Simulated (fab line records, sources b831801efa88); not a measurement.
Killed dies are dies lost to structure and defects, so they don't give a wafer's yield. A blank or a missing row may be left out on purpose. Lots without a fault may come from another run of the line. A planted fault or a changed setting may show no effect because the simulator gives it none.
Chamber matching | flow gf180mcu | GF_STI_ETCH_14 on rie_si-01: 4 sister chambers
The step etches Si in HBr/Cl2/O2, target depth 360 nm, time 102.9 s. 4 wafers are shown with their chamber, then 7 later ones without.

WAFERS WITH THEIR CHAMBER
wafer  | chamber | oes_product_au (a.u.)
L107.6 | 1       | 0.994
L116.5 | 0       | 1.036
L116.6 | 3       | 0.995
L118.5 | 2       | 0.999

WAFERS WITHOUT THEIR CHAMBER
wafer  | oes_product_au (a.u.)
L118.6 | 0.989
L119.2 | 1.011
L119.3 | 0.988
L119.4 | 0.988
L120.1 | 0.989
L120.5 | 0.986
L120.6 | 1.014

WHICH CHAMBER EACH WENT THROUGH
wafer  | from the rows above               | in truth
L118.6 | can't be placed: 1 or 3 or 2      | 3
L119.2 | can't be placed: 2 or 3 or 1 or 0 | 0
L119.3 | can't be placed: 1 or 3 or 2      | 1
L119.4 | can't be placed: 1 or 3 or 2      | 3
L120.1 | can't be placed: 1 or 3 or 2      | 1
L120.5 | can't be placed: 1 or 3 or 2      | 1
L120.6 | can't be placed: 2 or 3 or 1 or 0 | 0
Placed correctly: 0 of 7. Can't be placed from these rows: 7 (the true chamber is among the candidates in 7). Placed wrongly: 0.
How it was worked out, from the rows above alone: a wafer's distance from a chamber is the root of the sum, over the readings, of the square of ((its reading less the chamber's mean) divided by the reading's scatter). The wafer belongs to the nearest chamber; if the next one is less than 2 further off, it can't be placed. A chamber's mean is the mean of its shown wafers. The scatter: with one shown wafer a chamber, the root of the mean of the squares of how far each hidden wafer lies from its nearest shown one.
